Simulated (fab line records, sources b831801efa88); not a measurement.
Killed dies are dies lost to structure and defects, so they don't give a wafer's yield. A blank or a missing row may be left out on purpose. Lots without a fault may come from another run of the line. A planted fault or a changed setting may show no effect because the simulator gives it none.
One fault seen from 2 desks | flow gf180mcu | each desk has only its own numbers; what lay behind them comes last

THE METROLOGY DESK
What the gauges read, lot by lot, whatever tool the lot ran on: means of the sampled wafers that have a number. A lot is out of limits, marked OUT, if its mean lies more than 4 standard deviations from the usual mean; the brackets give that distance.
Columns: A = POLY_GATE_OVL at GF_POLY_GATE_OVL_MEAS_11, usual -5 nm; B = HV_LDD_3_TW at GF_HV_LDD_TW_MEAS_38, usual 1429; C = HV_LDD_RS at GF_HV_LDD_RS_MEAS_53, usual 418.6 ohm/sq
lot  | first seen here | A   | B               | C
L872 | day 9 15:02     | -7  | 1429            | 416.2
L878 | day 12 01:59    | -3  | 1429            | 417.5
L880 | day 12 05:43    | -6  | 1426            | 419.2
L881 | day 12 13:08    | -2  | 1434            | 420.4
L882 | day 12 15:15    | -7  | 1427            | 417.9
L883 | day 12 21:52    | -10 | 1427            | 418.1
L886 | day 13 21:47    | -4  | 1431            | 419.7
L889 | day 14 17:20    | -7  | 1441            | 414.0 (-4.6) OUT
L891 | day 15 05:44    | 1   | 1445            | 414.9
L890 | day 15 05:47    | -4  | 1461 (+4.4) OUT | 415.0
L893 | day 16 00:14    | -3  | 1432            | 419.1
L894 | day 16 08:02    | -11 | 1433            | 417.7
This desk's finding: out of limits on L889, L890; first on L890, day 18 07:49 (HV_LDD_3_TW at GF_HV_LDD_TW_MEAS_38). In limits: L872, L878, L880, L881, L882, L883, L886, L891, L893, L894.

THE TOOL OWNER'S DESK: implanter-02
The tool's own readings at GF_HV_LDD_IMPLANT_33: means of the sampled wafers that have a number, for each lot that ran on this tool. A lot is out of limits, marked OUT, if its mean lies more than 4 standard deviations from the usual mean; the brackets give that distance.
Columns: A = dose_ions_cm2 at GF_HV_LDD_IMPLANT_33, usual 7.501e+12; B = faraday_current_uA at GF_HV_LDD_IMPLANT_33, usual 42.3
lot  | first seen here | A                           | B
L880 | day 14 20:56    | 7.506e+12                   | 41.9
L881 | day 15 06:54    | 7.502e+12                   | 43.0
L882 | day 15 09:02    | 7.502e+12                   | 42.2
L886 | day 16 21:18    | 7.497e+12                   | 42.2
L889 | day 17 14:10    | 9.043e+12 (+99 or more) OUT | 51.7 (+12) OUT
L891 | day 18 05:25    | 9.038e+12 (+99 or more) OUT | 51.0 (+11) OUT
L890 | day 18 07:07    | 9.050e+12 (+99 or more) OUT | 51.0 (+11) OUT
This desk's finding: out of limits on L889, L890, L891; first on L889, day 17 14:10 (dose_ions_cm2 at GF_HV_LDD_IMPLANT_33). In limits: L880, L881, L882, L886.

PUT TOGETHER
The tool owner's desk could have raised an alarm at day 17 14:10, on L889, L890, L891.
The metrology desk could have raised an alarm at day 18 07:49, on L889, L890.
The metrology desk has L891 on record, within its limits.
Of the lots named, all ran GF_HV_LDD_IMPLANT_33 on implanter-02.

WHAT THE SIMULATOR HAD PUT IN
Process parameter drift: implanter-02, from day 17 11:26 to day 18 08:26, at GF_HV_LDD_IMPLANT_33. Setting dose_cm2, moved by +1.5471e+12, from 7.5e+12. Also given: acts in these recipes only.
Lots struck among those shown: L889, L890, L891.
Hours from the fault's start to each desk's first reading out of limits: the tool owner's desk, 3; the metrology desk, 20.
